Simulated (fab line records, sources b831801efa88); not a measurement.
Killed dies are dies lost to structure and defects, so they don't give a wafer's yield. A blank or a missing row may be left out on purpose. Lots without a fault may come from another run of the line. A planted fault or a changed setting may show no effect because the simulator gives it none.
A struck lot beside a sound one | flow sky130 | 22 steps out of a route of 708
Sound: wafers L754.1, L754.4, L754.6. Struck: wafers L759.3, L759.5, L759.6. The cause comes at the end.
At each step with rows: each side's tool, then ch and its chambers, then its first start. Under that, the readings that differ: sound wafers | struck wafers | difference of the means | sigmas: that difference in standard deviations of wafers without a fault.
alike: readings whose means differ by less than 2 such deviations, and words and numbers that are the same on both sides. not compared: withheld readings, readings that some wafer has no value for, bounds like >300 that may hide the same value, and numbers for which the record gives no deviation and whose values overlap.
The two part at a step that has a row with sigmas, a row that says differs or no value, or rows on one side only. Numbers that don't overlap but have no deviation are shown without sigmas and don't part them. A reading that every wafer of one side lacks parts them only if that side has two wafers or more.

SKY_VIA4_RS_MEAS_19: measures by four-point-probe.
  sound on film_metro-04, day 43 22:56; struck on film_metro-04, day 45 19:36
  alike: VIA4_W_RS
SKY_VIA4_THK_MEAS_20: measures by xrf.
  sound on film_metro-04, day 43 23:04; struck on film_metro-04, day 45 19:42
  alike: VIA4_W_THK
then, 1 step without rows for these wafers: SKY_VIA4_CMP_21 (polishes, stops on SiO2, t overpolish 25 s, target thk 0 nm).
SKY_METAL5_SPUTTER_00: material Ti, target thk 15 nm, time 10 s.
  sound on pvd_sputter-03, day 43 23:25; struck on pvd_sputter-03, day 45 20:10
  alike: throttle_valve_pct
SKY_METAL5_SPUTTER_01: material TiN, target thk 20 nm, time 16.7 s.
  sound on pvd_sputter-03, day 43 23:26; struck on pvd_sputter-03, day 45 20:11
  alike: throttle_valve_pct
SKY_METAL5_SPUTTER_02: material AlCu, target thk 1150 nm, time 61.2 s.
  sound on pvd_sputter-03, day 43 23:28; struck on pvd_sputter-03, day 45 20:13
  alike: throttle_valve_pct
SKY_METAL5_SPUTTER_03: material Ti, target thk 5 nm, time 3.3 s.
  sound on pvd_sputter-03, day 43 23:31; struck on pvd_sputter-03, day 45 20:16
  alike: throttle_valve_pct
SKY_METAL5_SPUTTER_04: material TiN, target thk 70 nm, time 57.49 s.
  sound on pvd_sputter-03, day 43 23:32; struck on pvd_sputter-03, day 45 20:17
  alike: throttle_valve_pct
SKY_METAL5_RS_MEAS_05: measures by four-point-probe.
  sound on film_metro-02, day 43 23:35; struck on film_metro-03, day 45 20:22
  alike: METAL5_ALCU_RS
SKY_METAL5_THK_MEAS_06: measures by xrf.
  sound on film_metro-02, day 43 23:42; struck on film_metro-03, day 45 20:28
  alike: METAL5_ALCU_THK
then, 2 steps without rows for these wafers: SKY_METAL5_DEHYDRATE_07 (time 60 s); SKY_METAL5_HMDS_08 (prime time 60 s).
SKY_METAL5_COAT_09: resist thk 1800 nm.
  sound on litho_track-02 ch 0, day 44 11:18; struck on litho_track-02 ch 0, day 46 06:51
  reading                                     | sound          | struck         | difference | sigmas
  model.NOVOLAK_of_METAL5_COAT_09.thk_nm (nm) | 1799 1800 1794 | 2292 2301 2289 | +496       |
  alike: dispense_pressure_kPa
then, 4 steps without rows for these wafers: SKY_METAL5_SOFTBAKE_10 (time 60 s); SKY_METAL5_EXPOSE_11 (exposes mask MM5, target cd 1600 nm); SKY_METAL5_PEB_12; SKY_METAL5_DEVELOP_13 (develop time 60 s).
SKY_METAL5_DESCUM_14: chemistry O2, time 11 s.
  sound on rie_metal-03 ch 0,1, day 44 21:48; struck on rie_metal-03 ch 0,1, day 46 17:10
  reading                 | sound          | struck         | difference | sigmas
  model.METAL5.cd_nm (nm) | 1595 1595 1594 | 1635 1638 1636 | +42        |
  alike: drypump_motor_current_A, oes_product_au
  not compared: rf_hours_counter_h
SKY_METAL5_METAL_ETCH_15: etches the open film in Cl2/BCl3, stops on SiO2, target depth 1260 nm, time 252 s.
  sound on rie_metal-03 ch 0,1, day 44 21:50; struck on rie_metal-03 ch 0,1, day 46 17:16
  reading                                     | sound          | struck         | difference | sigmas
  model.NOVOLAK_of_METAL5_COAT_09.thk_nm (nm) | 1029 1029 1032 | 1533 1532 1541 | +505       |
  model.METAL5.cd_nm (nm)                     | 1573 1573 1593 | 1625 1619 1636 | +47        |
  alike: drypump_motor_current_A, oes_product_au, throttle_valve_pct
  not compared: rf_hours_counter_h
SKY_METAL5_STRIP_16: strips in O2/N2.
  sound on plasma_asher-04 ch 0,1, day 44 22:04; struck on plasma_asher-02 ch 0,1, day 46 17:27
  reading                      | sound             | struck            | difference | sigmas
  strip_time_to_endpoint_s (s) | 13.02 12.99 13.03 | 18.71 18.69 18.77 | +5.71      | +44
  alike: drypump_motor_current_A, oes_product_au
  not compared: rf_hours_counter_h
then, 1 step without rows for these wafers: SKY_METAL5_STRIP_17 (strips in post etch residue remover, time 1200 s).
SKY_PAD_OPEN_PROBE_99:
  sound on prober-01, day 46 19:30; struck on prober-01, day 48 11:49
  reading                        | sound          | struck         | difference | sigmas
  killed_at_other                | 0 0 0          | 0 2 2          | +1         | +3
  model.etest.met5.width_nm (nm) | 1574 1574 1592 | 1626 1620 1637 | +48        |
  alike: defect_limited_yield, killed_at_M0_to_M3, killed_at_M4_up, killed_at_contacts, killed_at_front_end, killed_dies, killed_open, killed_short, sort_bin_3_pad_short, sort_bin_5_function, sort_bin_6_memory, sort_n_pass, sort_yield_pct
  not compared: model.etest.met5.line_ohm_um

WHERE THEY PART
First at SKY_METAL5_STRIP_16; last, within this record, at SKY_PAD_OPEN_PROBE_99.

WHY: what the simulator had put in
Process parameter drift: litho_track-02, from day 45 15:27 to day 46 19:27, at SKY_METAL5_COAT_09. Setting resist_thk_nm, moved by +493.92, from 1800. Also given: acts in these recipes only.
